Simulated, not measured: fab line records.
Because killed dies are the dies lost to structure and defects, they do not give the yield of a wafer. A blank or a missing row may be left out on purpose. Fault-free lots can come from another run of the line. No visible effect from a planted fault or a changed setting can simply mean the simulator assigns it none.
Which tool is to blame? || flow sky130 || 24 lots, 72 wafers sampled, at 4 steps of a route of 708

== WHAT THE GAUGES SHOWED, per wafer ==
SKY_METAL3_CD_MEAS_13: the cd target is 300 nm. Usual: 299.8 nm for cd nm, sd 1.4.
{"lot": "L074", "measured": "day 39 03:20", "on": "cd sem-01", "cd nm (nm)": "298.8 299.5 299.0", "flag": ""}
{"lot": "L075", "measured": "day 39 03:42", "on": "cd sem-02", "cd nm (nm)": "301.5 301.7 302.5", "flag": ""}
{"lot": "L076", "measured": "day 39 04:37", "on": "cd sem-01", "cd nm (nm)": "300.7 299.8 300.1", "flag": ""}
{"lot": "L077", "measured": "day 39 04:56", "on": "cd sem-01", "cd nm (nm)": "299.5 300.0 299.4", "flag": ""}
{"lot": "L078", "measured": "day 39 17:50", "on": "cd sem-02", "cd nm (nm)": "302.2 301.4 303.1", "flag": ""}
{"lot": "L079", "measured": "day 40 00:05", "on": "cd sem-02", "cd nm (nm)": "299.6 298.1 299.4", "flag": ""}
{"lot": "L080", "measured": "day 40 07:09", "on": "cd sem-01", "cd nm (nm)": "300.0 301.6 300.2", "flag": ""}
{"lot": "L081", "measured": "day 40 15:23", "on": "cd sem-01", "cd nm (nm)": "298.4 298.1 297.9", "flag": ""}
{"lot": "L082", "measured": "day 40 23:03", "on": "cd sem-02", "cd nm (nm)": "300.3 299.6 299.2", "flag": ""}
{"lot": "L083", "measured": "day 41 05:26", "on": "cd sem-01", "cd nm (nm)": "298.8 299.8 299.1", "flag": ""}
{"lot": "L084", "measured": "day 41 12:48", "on": "cd sem-02", "cd nm (nm)": "300.9 299.6 300.6", "flag": ""}
{"lot": "L085", "measured": "day 41 17:26", "on": "cd sem-01", "cd nm (nm)": "299.7 297.1 299.4", "flag": ""}
{"lot": "L086", "measured": "day 41 23:01", "on": "cd sem-02", "cd nm (nm)": "298.5 301.3 300.0", "flag": ""}
{"lot": "L087", "measured": "day 42 12:06", "on": "cd sem-01", "cd nm (nm)": "300.9 303.5 300.7", "flag": ""}
{"lot": "L088", "measured": "day 42 13:28", "on": "cd sem-01", "cd nm (nm)": "299.4 297.0 297.5", "flag": ""}
{"lot": "L089", "measured": "day 42 18:05", "on": "cd sem-02", "cd nm (nm)": "298.1 299.7 301.0", "flag": ""}
{"lot": "L090", "measured": "day 43 05:22", "on": "cd sem-02", "cd nm (nm)": "303.0 301.5 301.3", "flag": ""}
{"lot": "L091", "measured": "day 43 08:12", "on": "cd sem-01", "cd nm (nm)": "300.7 301.0 299.9", "flag": ""}
{"lot": "L092", "measured": "day 43 20:41", "on": "cd sem-02", "cd nm (nm)": "299.0 298.0 297.3", "flag": ""}
{"lot": "L093", "measured": "day 44 05:02", "on": "cd sem-02", "cd nm (nm)": "300.1 297.6 299.8", "flag": ""}
{"lot": "L094", "measured": "day 44 11:32", "on": "cd sem-01", "cd nm (nm)": "300.7 301.3 300.2", "flag": ""}
{"lot": "L095", "measured": "day 45 02:38", "on": "cd sem-02", "cd nm (nm)": "300.9 300.8 300.8", "flag": ""}
{"lot": "L096", "measured": "day 45 02:59", "on": "cd sem-01", "cd nm (nm)": "299.5 299.3 299.3", "flag": ""}
{"lot": "L097", "measured": "day 45 17:05", "on": "cd sem-01", "cd nm (nm)": "299.2 297.2 297.7", "flag": ""}

== TOOL THAT RAN EACH LOT (tool first, then ch and the chambers of the sampled wafers, then the start) ==
{"lot": "L074", "SKY_METAL2_SPUTTER_00": "pvd sputter-02, day 34 16:01", "SKY_METAL2_SPUTTER_01": "pvd sputter-02, day 34 16:02", "SKY_VIA2_ETCH_15": "rie diel-01 ch 2,3, day 36 21:08"}
{"lot": "L075", "SKY_METAL2_SPUTTER_00": "pvd sputter-02, day 34 18:18", "SKY_METAL2_SPUTTER_01": "pvd sputter-02, day 34 18:19", "SKY_VIA2_ETCH_15": "rie diel-01 ch 1,2,3, day 36 23:08"}
{"lot": "L076", "SKY_METAL2_SPUTTER_00": "pvd sputter-04, day 34 18:38", "SKY_METAL2_SPUTTER_01": "pvd sputter-04, day 34 18:40", "SKY_VIA2_ETCH_15": "rie diel-03 ch 1,2,3, day 37 00:35"}
{"lot": "L077", "SKY_METAL2_SPUTTER_00": "pvd sputter-03, day 34 21:02", "SKY_METAL2_SPUTTER_01": "pvd sputter-03, day 34 21:04", "SKY_VIA2_ETCH_15": "rie diel-01 ch 1,2,3, day 37 02:02"}
{"lot": "L078", "SKY_METAL2_SPUTTER_00": "pvd sputter-04, day 35 08:12", "SKY_METAL2_SPUTTER_01": "pvd sputter-04, day 35 08:13", "SKY_VIA2_ETCH_15": "rie diel-02 ch 2,3, day 37 13:42"}
{"lot": "L079", "SKY_METAL2_SPUTTER_00": "pvd sputter-04, day 35 15:03", "SKY_METAL2_SPUTTER_01": "pvd sputter-04, day 35 15:05", "SKY_VIA2_ETCH_15": "rie diel-02 ch 0,2,3, day 37 20:46"}
{"lot": "L080", "SKY_METAL2_SPUTTER_00": "pvd sputter-02, day 35 21:28", "SKY_METAL2_SPUTTER_01": "pvd sputter-02, day 35 21:29", "SKY_VIA2_ETCH_15": "rie diel-03 ch 0,1,2, day 38 03:26"}
{"lot": "L081", "SKY_METAL2_SPUTTER_00": "pvd sputter-02, day 36 07:10", "SKY_METAL2_SPUTTER_01": "pvd sputter-02, day 36 07:11", "SKY_VIA2_ETCH_15": "rie diel-03 ch 1,2,3, day 38 12:08"}
{"lot": "L082", "SKY_METAL2_SPUTTER_00": "pvd sputter-02, day 36 17:09", "SKY_METAL2_SPUTTER_01": "pvd sputter-02, day 36 17:10", "SKY_VIA2_ETCH_15": "rie diel-02 ch 1,2, day 38 21:20"}
{"lot": "L083", "SKY_METAL2_SPUTTER_00": "pvd sputter-02, day 36 22:27", "SKY_METAL2_SPUTTER_01": "pvd sputter-02, day 36 22:29", "SKY_VIA2_ETCH_15": "rie diel-03 ch 0,3, day 39 03:32"}
{"lot": "L084", "SKY_METAL2_SPUTTER_00": "pvd sputter-02, day 37 06:31", "SKY_METAL2_SPUTTER_01": "pvd sputter-02, day 37 06:32", "SKY_VIA2_ETCH_15": "rie diel-01 ch 0,2,3, day 39 10:23"}
{"lot": "L085", "SKY_METAL2_SPUTTER_00": "pvd sputter-04, day 37 11:44", "SKY_METAL2_SPUTTER_01": "pvd sputter-04, day 37 11:46", "SKY_VIA2_ETCH_15": "rie diel-01 ch 0,1,2, day 39 15:44"}
{"lot": "L086", "SKY_METAL2_SPUTTER_00": "pvd sputter-03, day 37 18:01", "SKY_METAL2_SPUTTER_01": "pvd sputter-03, day 37 18:02", "SKY_VIA2_ETCH_15": "rie diel-01 ch 0,1,3, day 39 21:59"}
{"lot": "L087", "SKY_METAL2_SPUTTER_00": "pvd sputter-02, day 38 08:30", "SKY_METAL2_SPUTTER_01": "pvd sputter-02, day 38 08:32", "SKY_VIA2_ETCH_15": "rie diel-01 ch 1,2, day 40 10:17"}
{"lot": "L088", "SKY_METAL2_SPUTTER_00": "pvd sputter-04, day 38 09:01", "SKY_METAL2_SPUTTER_01": "pvd sputter-04, day 38 09:02", "SKY_VIA2_ETCH_15": "rie diel-03 ch 0,3, day 40 12:11"}
{"lot": "L089", "SKY_METAL2_SPUTTER_00": "pvd sputter-03, day 38 15:24", "SKY_METAL2_SPUTTER_01": "pvd sputter-03, day 38 15:25", "SKY_VIA2_ETCH_15": "rie diel-03 ch 0,2,3, day 40 17:32"}
{"lot": "L090", "SKY_METAL2_SPUTTER_00": "pvd sputter-03, day 39 00:55", "SKY_METAL2_SPUTTER_01": "pvd sputter-03, day 39 00:56", "SKY_VIA2_ETCH_15": "rie diel-01 ch 0,1,3, day 41 04:26"}
{"lot": "L091", "SKY_METAL2_SPUTTER_00": "pvd sputter-03, day 39 05:29", "SKY_METAL2_SPUTTER_01": "pvd sputter-03, day 39 05:31", "SKY_VIA2_ETCH_15": "rie diel-02 ch 0,2, day 41 07:35"}
{"lot": "L092", "SKY_METAL2_SPUTTER_00": "pvd sputter-03, day 39 18:10", "SKY_METAL2_SPUTTER_01": "pvd sputter-03, day 39 18:11", "SKY_VIA2_ETCH_15": "rie diel-03 ch 0,2,3, day 41 19:56"}
{"lot": "L093", "SKY_METAL2_SPUTTER_00": "pvd sputter-02, day 40 04:38", "SKY_METAL2_SPUTTER_01": "pvd sputter-02, day 40 04:40", "SKY_VIA2_ETCH_15": "rie diel-01 ch 0,1,2, day 42 05:26"}
{"lot": "L094", "SKY_METAL2_SPUTTER_00": "pvd sputter-03, day 40 11:44", "SKY_METAL2_SPUTTER_01": "pvd sputter-03, day 40 11:46", "SKY_VIA2_ETCH_15": "rie diel-01 ch 0,3, day 42 12:38"}
{"lot": "L095", "SKY_METAL2_SPUTTER_00": "pvd sputter-02, day 41 01:10", "SKY_METAL2_SPUTTER_01": "pvd sputter-02, day 41 01:11", "SKY_VIA2_ETCH_15": "rie diel-01 ch 0,2, day 43 04:08"}
{"lot": "L096", "SKY_METAL2_SPUTTER_00": "pvd sputter-04, day 41 03:17", "SKY_METAL2_SPUTTER_01": "pvd sputter-04, day 41 03:19", "SKY_VIA2_ETCH_15": "rie diel-03 ch 0,1,3, day 43 04:29"}
{"lot": "L097", "SKY_METAL2_SPUTTER_00": "pvd sputter-03, day 41 18:24", "SKY_METAL2_SPUTTER_01": "pvd sputter-03, day 41 18:25", "SKY_VIA2_ETCH_15": "rie diel-01 ch 0,3, day 43 19:05"}
- SKY_METAL2_SPUTTER_00: material Ti, target thk 15 nm, time 10 s.
- SKY_METAL2_SPUTTER_01: material TiN, target thk 20 nm, time 16.7 s.
- SKY_VIA2_ETCH_15: etches SiO2 in C4F8/O2/Ar, stops on TiN, target depth 546 nm, time 84 s.

== WHAT THE TOOLS THEMSELVES READ (means of the sampled wafers that have a number; where no wafer has one, the mark that the record gives instead) ==
SKY_METAL2_SPUTTER_00. Usual: 29.5 % for throttle valve pct, sd 0.97.
{"lot": "L074", "tool": "pvd sputter-02", "throttle valve pct (%)": 29.2, "flag": ""}
{"lot": "L075", "tool": "pvd sputter-02", "throttle valve pct (%)": 29.7, "flag": ""}
{"lot": "L076", "tool": "pvd sputter-04", "throttle valve pct (%)": 30.2, "flag": ""}
{"lot": "L077", "tool": "pvd sputter-03", "throttle valve pct (%)": 29.8, "flag": ""}
{"lot": "L078", "tool": "pvd sputter-04", "throttle valve pct (%)": 29.7, "flag": ""}
{"lot": "L079", "tool": "pvd sputter-04", "throttle valve pct (%)": 29.6, "flag": ""}
{"lot": "L080", "tool": "pvd sputter-02", "throttle valve pct (%)": 29.3, "flag": ""}
{"lot": "L081", "tool": "pvd sputter-02", "throttle valve pct (%)": 29.2, "flag": ""}
{"lot": "L082", "tool": "pvd sputter-02", "throttle valve pct (%)": 29.0, "flag": ""}
{"lot": "L083", "tool": "pvd sputter-02", "throttle valve pct (%)": 29.3, "flag": ""}
{"lot": "L084", "tool": "pvd sputter-02", "throttle valve pct (%)": 29.2, "flag": ""}
{"lot": "L085", "tool": "pvd sputter-04", "throttle valve pct (%)": 30.0, "flag": ""}
{"lot": "L086", "tool": "pvd sputter-03", "throttle valve pct (%)": 28.7, "flag": ""}
{"lot": "L087", "tool": "pvd sputter-02", "throttle valve pct (%)": 28.9, "flag": ""}
{"lot": "L088", "tool": "pvd sputter-04", "throttle valve pct (%)": 29.4, "flag": ""}
{"lot": "L089", "tool": "pvd sputter-03", "throttle valve pct (%)": 29.8, "flag": ""}
{"lot": "L090", "tool": "pvd sputter-03", "throttle valve pct (%)": 29.4, "flag": ""}
{"lot": "L091", "tool": "pvd sputter-03", "throttle valve pct (%)": 29.4, "flag": ""}
{"lot": "L092", "tool": "pvd sputter-03", "throttle valve pct (%)": 28.9, "flag": ""}
{"lot": "L093", "tool": "pvd sputter-02", "throttle valve pct (%)": 28.7, "flag": ""}
{"lot": "L094", "tool": "pvd sputter-03", "throttle valve pct (%)": 29.2, "flag": ""}
{"lot": "L095", "tool": "pvd sputter-02", "throttle valve pct (%)": 29.2, "flag": ""}
{"lot": "L096", "tool": "pvd sputter-04", "throttle valve pct (%)": 29.3, "flag": ""}
{"lot": "L097", "tool": "pvd sputter-03", "throttle valve pct (%)": 29.7, "flag": ""}

SKY_METAL2_SPUTTER_01. Usual: 29.5 % for throttle valve pct, sd 0.99.
{"lot": "L074", "tool": "pvd sputter-02", "throttle valve pct (%)": 29.1, "flag": ""}
{"lot": "L075", "tool": "pvd sputter-02", "throttle valve pct (%)": 29.6, "flag": ""}
{"lot": "L076", "tool": "pvd sputter-04", "throttle valve pct (%)": 30.2, "flag": ""}
{"lot": "L077", "tool": "pvd sputter-03", "throttle valve pct (%)": 29.6, "flag": ""}
{"lot": "L078", "tool": "pvd sputter-04", "throttle valve pct (%)": 29.7, "flag": ""}
{"lot": "L079", "tool": "pvd sputter-04", "throttle valve pct (%)": 29.6, "flag": ""}
{"lot": "L080", "tool": "pvd sputter-02", "throttle valve pct (%)": 29.2, "flag": ""}
{"lot": "L081", "tool": "pvd sputter-02", "throttle valve pct (%)": 29.3, "flag": ""}
{"lot": "L082", "tool": "pvd sputter-02", "throttle valve pct (%)": 29.1, "flag": ""}
{"lot": "L083", "tool": "pvd sputter-02", "throttle valve pct (%)": 29.4, "flag": ""}
{"lot": "L084", "tool": "pvd sputter-02", "throttle valve pct (%)": 29.2, "flag": ""}
{"lot": "L085", "tool": "pvd sputter-04", "throttle valve pct (%)": 30.1, "flag": ""}
{"lot": "L086", "tool": "pvd sputter-03", "throttle valve pct (%)": 28.8, "flag": ""}
{"lot": "L087", "tool": "pvd sputter-02", "throttle valve pct (%)": 28.8, "flag": ""}
{"lot": "L088", "tool": "pvd sputter-04", "throttle valve pct (%)": 29.4, "flag": ""}
{"lot": "L089", "tool": "pvd sputter-03", "throttle valve pct (%)": 29.6, "flag": ""}
{"lot": "L090", "tool": "pvd sputter-03", "throttle valve pct (%)": 29.4, "flag": ""}
{"lot": "L091", "tool": "pvd sputter-03", "throttle valve pct (%)": 29.5, "flag": ""}
{"lot": "L092", "tool": "pvd sputter-03", "throttle valve pct (%)": 28.9, "flag": ""}
{"lot": "L093", "tool": "pvd sputter-02", "throttle valve pct (%)": 28.9, "flag": ""}
{"lot": "L094", "tool": "pvd sputter-03", "throttle valve pct (%)": 29.3, "flag": ""}
{"lot": "L095", "tool": "pvd sputter-02", "throttle valve pct (%)": 29.4, "flag": ""}
{"lot": "L096", "tool": "pvd sputter-04", "throttle valve pct (%)": 29.1, "flag": ""}
{"lot": "L097", "tool": "pvd sputter-03", "throttle valve pct (%)": 29.6, "flag": ""}

SKY_VIA2_ETCH_15. Usual: chamber pressure mTorr 40.00 mTorr, standard deviation 0.037; oes product au 0.940 a.u., standard deviation 0.0042.
{"lot": "L074", "tool": "rie diel-01", "chamber pressure mTorr (mTorr)": 39.97, "oes product au (a.u.)": 0.939, "flag": ""}
{"lot": "L075", "tool": "rie diel-01", "chamber pressure mTorr (mTorr)": 40.04, "oes product au (a.u.)": 0.941, "flag": ""}
{"lot": "L076", "tool": "rie diel-03", "chamber pressure mTorr (mTorr)": 40.01, "oes product au (a.u.)": 0.944, "flag": ""}
{"lot": "L077", "tool": "rie diel-01", "chamber pressure mTorr (mTorr)": 39.95, "oes product au (a.u.)": 0.935, "flag": ""}
{"lot": "L078", "tool": "rie diel-02", "chamber pressure mTorr (mTorr)": 39.98, "oes product au (a.u.)": 0.940, "flag": ""}
{"lot": "L079", "tool": "rie diel-02", "chamber pressure mTorr (mTorr)": 40.03, "oes product au (a.u.)": 0.940, "flag": ""}
{"lot": "L080", "tool": "rie diel-03", "chamber pressure mTorr (mTorr)": 40.02, "oes product au (a.u.)": 0.942, "flag": ""}
{"lot": "L081", "tool": "rie diel-03", "chamber pressure mTorr (mTorr)": 39.99, "oes product au (a.u.)": 0.936, "flag": ""}
{"lot": "L082", "tool": "rie diel-02", "chamber pressure mTorr (mTorr)": 40.00, "oes product au (a.u.)": 0.939, "flag": ""}
{"lot": "L083", "tool": "rie diel-03", "chamber pressure mTorr (mTorr)": 39.99, "oes product au (a.u.)": 0.943, "flag": ""}
{"lot": "L084", "tool": "rie diel-01", "chamber pressure mTorr (mTorr)": 40.02, "oes product au (a.u.)": 0.940, "flag": ""}
{"lot": "L085", "tool": "rie diel-01", "chamber pressure mTorr (mTorr)": 40.00, "oes product au (a.u.)": 0.942, "flag": ""}
{"lot": "L086", "tool": "rie diel-01", "chamber pressure mTorr (mTorr)": 39.98, "oes product au (a.u.)": 0.942, "flag": ""}
{"lot": "L087", "tool": "rie diel-01", "chamber pressure mTorr (mTorr)": 40.03, "oes product au (a.u.)": 0.938, "flag": ""}
{"lot": "L088", "tool": "rie diel-03", "chamber pressure mTorr (mTorr)": 40.01, "oes product au (a.u.)": 0.935, "flag": ""}
{"lot": "L089", "tool": "rie diel-03", "chamber pressure mTorr (mTorr)": 40.00, "oes product au (a.u.)": 0.938, "flag": ""}
{"lot": "L090", "tool": "rie diel-01", "chamber pressure mTorr (mTorr)": 39.98, "oes product au (a.u.)": 0.943, "flag": ""}
{"lot": "L091", "tool": "rie diel-02", "chamber pressure mTorr (mTorr)": 39.98, "oes product au (a.u.)": 0.941, "flag": ""}
{"lot": "L092", "tool": "rie diel-03", "chamber pressure mTorr (mTorr)": 39.98, "oes product au (a.u.)": 0.939, "flag": ""}
{"lot": "L093", "tool": "rie diel-01", "chamber pressure mTorr (mTorr)": 39.98, "oes product au (a.u.)": 0.939, "flag": ""}
{"lot": "L094", "tool": "rie diel-01", "chamber pressure mTorr (mTorr)": 40.06, "oes product au (a.u.)": 0.943, "flag": ""}
{"lot": "L095", "tool": "rie diel-01", "chamber pressure mTorr (mTorr)": 39.99, "oes product au (a.u.)": 0.939, "flag": ""}
{"lot": "L096", "tool": "rie diel-03", "chamber pressure mTorr (mTorr)": 39.99, "oes product au (a.u.)": 0.939, "flag": ""}
{"lot": "L097", "tool": "rie diel-01", "chamber pressure mTorr (mTorr)": 40.01, "oes product au (a.u.)": 0.935, "flag": ""}

== THE ANSWER, worked out from the rows above alone ==
Rule: take the mean of a lot's wafers that have a number; if it is more than 3 standard deviations from the usual mean, the lot is off. A lot without any number at a reading at which 4 lots or more have one is off too. Any other lot the step has rows for is counted as sound. The gauges are gone through in route order, then the tools' own readings, and for those a lot's mean is taken as printed above. The first step at which some lot is off is used, and at that step the reading that is off furthest; a lot without a number counts as furthest.
No lot is off at any reading shown: from this, nothing can be told.

== WHAT THE SIMULATOR HAD INSERTED ==
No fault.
